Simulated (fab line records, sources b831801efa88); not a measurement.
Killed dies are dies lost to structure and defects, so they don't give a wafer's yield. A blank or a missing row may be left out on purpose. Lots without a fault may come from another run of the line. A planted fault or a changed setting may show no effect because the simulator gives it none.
A sampling plan put to the test | flow gf180mcu | one fab line, 5 faults that these records tell of, each judged on the records of the lots that it struck
The plan is the line's own looks: the steps of the route at which a gauge or an inspection reads the wafer and doesn't change it. A look can be judged if struck wafers have a number there and the file gives its usual mean and standard deviation on fault-free wafers. Caught: at a look after the fault's first step, the mean of the struck wafers lies 4 or more of those standard deviations (sigma) from the usual mean. On the tool: the same test on the tool's own readings at the fault's steps. Another recipe on the struck wafers, or a record that is blank for them alone, also counts as caught.

THE FAULTS, as the simulator had put them in
1. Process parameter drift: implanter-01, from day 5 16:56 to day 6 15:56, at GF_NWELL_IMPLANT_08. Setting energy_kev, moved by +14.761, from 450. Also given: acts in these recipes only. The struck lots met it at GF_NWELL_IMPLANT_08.
2. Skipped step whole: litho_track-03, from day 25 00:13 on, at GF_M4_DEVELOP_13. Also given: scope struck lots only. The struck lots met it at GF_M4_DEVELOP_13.
3. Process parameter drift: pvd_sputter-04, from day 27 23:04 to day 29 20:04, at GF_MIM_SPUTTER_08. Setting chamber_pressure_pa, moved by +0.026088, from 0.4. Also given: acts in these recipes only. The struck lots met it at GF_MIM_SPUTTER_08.
4. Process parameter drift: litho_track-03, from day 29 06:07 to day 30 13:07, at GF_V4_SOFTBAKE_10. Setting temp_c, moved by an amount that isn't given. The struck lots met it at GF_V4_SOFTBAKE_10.
5. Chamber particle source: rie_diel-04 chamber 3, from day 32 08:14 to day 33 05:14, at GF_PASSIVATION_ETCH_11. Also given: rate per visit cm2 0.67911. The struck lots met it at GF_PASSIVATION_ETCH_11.

WHAT THE PLAN SAW
fault | on the tool itself                               | first look that catches it                   | reading, sigma | median hours from its first step to that look | hours from the fault's start to the first struck lot there | judged looks passed uncaught
1     | beam_energy_keV +99 or beyond sigma              | not the one look that can be judged after it | -              | -                                             | -                                                          | 1
2     | the tool's record is blank for the struck wafers | no look after it can be judged               | -              | -                                             | -                                                          | 0
3     | chamber_pressure_pa +32 sigma                    | no look after it can be judged               | -              | -                                             | -                                                          | 0
4     | heater_power_total_W -55 sigma                   | GF_V4_CD_MEAS_14                             | cd_nm -4.6     | 9.5                                           | 21                                                         | 0
5     | under 2 sigma                                    | no look after it can be judged               | -              | -                                             | -                                                          | 0
A dash: the fault isn't caught, or these records don't give the number.

Caught at a look: 1 of 5. Caught on the tool: 4 of 5. By one or the other: 4 of 5.
Caught on the tool alone: faults 1, 2, 3.
Caught by neither: fault 5.

THINNER SAMPLING
If the look that catches a fault measured only every second or every third lot, by lot number, the first struck lot would be measured this late in the worst case:
fault | struck lots at that look, in order of time | every lot | every second lot | every third lot
4     | L283, L284, L285                           | 21 h      | 27 h             | 33 h
Hours are from the fault's start to the first struck lot that is measured. The limit of 4 sigma was tested on all struck wafers together, so one lot alone may lie under it. Other struck lots may not be in these records.

THE LONGEST TIMED WAY FROM STEP TO LOOK
Fault 4: a median of 9.5 hours passes between GF_V4_SOFTBAKE_10 and GF_V4_CD_MEAS_14. No look between them can be judged.
